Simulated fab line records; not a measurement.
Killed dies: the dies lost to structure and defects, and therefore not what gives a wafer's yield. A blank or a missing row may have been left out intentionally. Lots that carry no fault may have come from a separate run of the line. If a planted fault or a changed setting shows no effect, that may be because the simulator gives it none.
Which tool was responsible? ; flow gf180mcu ; 12 lots, 36 wafers sampled, at 7 steps of a route of 602

## WHAT THE GAUGES READ, wafer by wafer
GF_HV_LDD_THK_MEAS_57.
lot;measured;on;HV_LDD_CVD_56_THK (nm)
L484;day 12 13:22;filmMetro-04;88.0 88.9 88.3
L487;day 13 12:30;filmMetro-01;90.0 90.3 90.7
L494;day 16 00:22;filmMetro-04;89.6 89.2 89.9
L495;day 16 04:26;filmMetro-01;89.4 89.0 88.5
L497;day 16 23:56;filmMetro-03;91.0 90.8 91.0
L498;day 17 05:43;filmMetro-04;90.8 91.3 90.5
L499;day 17 14:47;filmMetro-01;88.3 89.7 88.9
L501;day 18 02:28;filmMetro-03;90.6 90.8 90.9
L503;day 18 19:50;filmMetro-04;89.4 87.9 88.7
L505;day 19 11:01;filmMetro-03;89.2 89.7 89.9
L506;day 19 14:43;filmMetro-01;91.4 91.1 90.7
L507;day 20 04:17;filmMetro-04;91.2 91.1 91.6

GF_PSD_OVL_MEAS_08.
lot;measured;on;PSD_OVL (nm)
L484;day 14 05:18;overlay-02;-2.5 -1.7 -1.6
L487;day 15 06:03;overlay-01;-2.2 -1.3 -0.3
L494;day 17 20:14;overlay-01;-1.4 -0.9 -0.6
L495;day 18 00:19;overlay-01;1.9 -0.9 -0.4
L497;day 18 21:46;overlay-01;-0.4 1.7 -0.4
L498;day 19 05:40;overlay-01;-1.6 -0.9 -1.9
L499;day 19 13:08;overlay-01;-2.9 -2.0 -1.8
L501;day 20 02:56;overlay-02;-0.3 -0.1 -0.2
L503;day 20 21:08;overlay-02;-0.3 -0.1 -1.2
L505;day 21 12:36;overlay-01;1.6 0.0 0.3
L506;day 21 15:46;overlay-02;1.6 -0.1 -0.7
L507;day 22 07:19;overlay-01;1.6 1.1 2.1

GF_PSD_TW_MEAS_11.
lot;measured;on;PSD_TW
L484;day 14 05:35;filmMetro-02;3168 3158 3152
L487;day 15 06:20;filmMetro-02;3132 3149 3147
L494;day 17 20:32;filmMetro-01;3257 3259 3286
L495;day 18 00:36;filmMetro-01;3264 3262 3285
L497;day 18 22:04;filmMetro-01;3168 3177 3193
L498;day 19 05:57;filmMetro-02;3134 3126 3164
L499;day 19 13:26;filmMetro-03;3159 3136 3157
L501;day 20 03:13;filmMetro-01;3189 3163 3149
L503;day 20 21:25;filmMetro-03;3170 3172 3165
L505;day 21 12:53;filmMetro-02;3149 3166 3137
L506;day 21 16:03;filmMetro-02;3165 3140 3145
L507;day 22 07:36;filmMetro-02;3142 3166 3142

GF_PSD_RS_MEAS_15: measures by four-point-probe.
lot;measured;on;PSD_RS (ohm/sq)
L484;day 14 05:55;filmMetro-03;108.25 108.55 108.26
L487;day 15 06:40;filmMetro-03;108.73 108.77 108.27
L494;day 17 20:52;filmMetro-03;105.88 105.81 106.19
L495;day 18 00:55;filmMetro-03;105.91 105.78 105.94
L497;day 18 22:23;filmMetro-03;108.40 108.35 108.40
L498;day 19 06:16;filmMetro-01;108.61 108.50 108.70
L499;day 19 13:46;filmMetro-01;108.71 108.93 108.69
L501;day 20 03:32;filmMetro-03;109.15 108.83 109.00
L503;day 20 21:44;filmMetro-01;108.51 108.89 109.09
L505;day 21 13:12;filmMetro-01;108.16 108.17 108.45
L506;day 21 16:22;filmMetro-02;108.39 108.82 108.61
L507;day 22 07:56;filmMetro-02;109.08 108.82 109.20

GF_SAB_THK_MEAS_01.
lot;measured;on;SAB_CVD_00_THK (nm)
L484;day 14 06:02;filmMetro-04;49.8 49.3 50.7
L487;day 15 06:48;filmMetro-02;49.4 49.1 50.4
L494;day 17 20:59;filmMetro-04;49.2 49.9 49.9
L495;day 18 01:04;filmMetro-02;50.3 51.2 51.2
L497;day 18 22:31;filmMetro-02;51.1 50.9 51.7
L498;day 19 06:24;filmMetro-02;49.9 51.5 50.7
L499;day 19 13:53;filmMetro-02;49.9 49.9 50.8
L501;day 20 03:40;filmMetro-02;49.2 50.7 51.2
L503;day 20 21:52;filmMetro-03;49.9 50.1 51.1
L505;day 21 13:20;filmMetro-04;50.1 50.0 51.1
L506;day 21 16:31;filmMetro-03;49.6 49.7 50.4
L507;day 22 08:04;filmMetro-04;49.3 50.1 50.6

## WHICH TOOL RAN EACH LOT (tool, then ch and the chambers of the sampled wafers, then the start)
lot;GF_PSD_IMPLANT_09;GF_PSD_STRIP_10
L484;implanter-02 ch 0, day 14 05:21;plasmaAsher-04 ch 0,1, day 14 05:29
L487;implanter-02 ch 0, day 15 06:05;plasmaAsher-02 ch 0,1, day 15 06:14
L494;implanter-04 ch 0, day 17 20:19;plasmaAsher-02 ch 0,1, day 17 20:26
L495;implanter-04 ch 0, day 18 00:21;plasmaAsher-02 ch 0,1, day 18 00:30
L497;implanter-01 ch 0, day 18 21:49;plasmaAsher-04 ch 0,1, day 18 21:58
L498;implanter-02 ch 0, day 19 05:43;plasmaAsher-02 ch 0,1, day 19 05:50
L499;implanter-01 ch 0, day 19 13:13;plasmaAsher-02 ch 0,1, day 19 13:20
L501;implanter-02 ch 0, day 20 02:59;plasmaAsher-04 ch 0,1, day 20 03:07
L503;implanter-04 ch 0, day 20 21:11;plasmaAsher-04 ch 0,1, day 20 21:19
L505;implanter-02 ch 0, day 21 12:38;plasmaAsher-04 ch 0,1, day 21 12:47
L506;implanter-02 ch 0, day 21 15:48;plasmaAsher-04 ch 0,1, day 21 15:57
L507;implanter-02 ch 0, day 22 07:23;plasmaAsher-04 ch 0,1, day 22 07:31
- GF_PSD_IMPLANT_09
- GF_PSD_STRIP_10: strips in O2/N2.

## WHAT THE TOOLS THEMSELVES READ (means of the sampled wafers that have a number; where no wafer has one, the mark that the record gives instead)
GF_PSD_IMPLANT_09.
lot;tool;doseIonsCm2;faradayCurrentUA
L484;implanter-02;1.4980e+15;8097
L487;implanter-02;1.5009e+15;8224
L494;implanter-04;1.7414e+15;9596
L495;implanter-04;1.7443e+15;9531
L497;implanter-01;1.4999e+15;8309
L498;implanter-02;1.5011e+15;8283
L499;implanter-01;1.5018e+15;8079
L501;implanter-02;1.5015e+15;8184
L503;implanter-04;1.4993e+15;8171
L505;implanter-02;1.5002e+15;8232
L506;implanter-02;1.5015e+15;8372
L507;implanter-02;1.5006e+15;8174

GF_PSD_STRIP_10.
lot;tool;drypumpMotorCurrentA (A);heaterPowerW (W);oesProductAu (a.u.);stripTimeToEndpointS (s)
L484;plasmaAsher-04;5.6;408;0.590;16.50
L487;plasmaAsher-02;6.4;337;0.587;16.47
L494;plasmaAsher-02;6.0;336;0.583;16.98
L495;plasmaAsher-02;6.4;342;0.586;17.03
L497;plasmaAsher-04;5.7;400;0.587;16.51
L498;plasmaAsher-02;6.5;341;0.589;16.47
L499;plasmaAsher-02;6.1;335;0.591;16.47
L501;plasmaAsher-04;5.6;407;0.589;16.48
L503;plasmaAsher-04;5.6;399;0.591;16.50
L505;plasmaAsher-04;5.6;396;0.586;16.49
L506;plasmaAsher-04;5.6;406;0.592;16.56
L507;plasmaAsher-04;5.7;407;0.597;16.44

## THE ANSWER, worked out from the rows above alone
Rule: usual is defined by the lots themselves. The widest of any qualifying gaps counts: lots, ordered by their means at a reading, are off when they make up no more than a third of the lots, leave a main group of 4 or more, and stand apart from it by 3 or more times the standard deviation of that group's means. If all means in a main group match to the digits the tables above print for the reading, that group is not used. A lot without any number at a reading at which 4 lots or more have one is off too. All remaining lots with rows at the step are treated as sound. First the gauges in route order, then the tools' own readings, where a lot's mean is used as printed above. At the first step where some lot is off, the reading lying furthest off is the one used; lots without a number count as furthest.
Off: L494, L495, at GF_PSD_TW_MEAS_11 (PSD_TW). The main group: mean 3156, standard deviation 12.
If a tool, at a process step before that reading, ran all the lots that are off and no sound lot after the first of them, it fits. The gauges at GF_PSD_TW_MEAS_11 aren't tried: what is off there is off at GF_PSD_RS_MEAS_15 too, on other tools, and a gauge's error can't cause that. No candidate that was tried fits.

## WHAT HAD BEEN PUT IN BY THE SIMULATOR
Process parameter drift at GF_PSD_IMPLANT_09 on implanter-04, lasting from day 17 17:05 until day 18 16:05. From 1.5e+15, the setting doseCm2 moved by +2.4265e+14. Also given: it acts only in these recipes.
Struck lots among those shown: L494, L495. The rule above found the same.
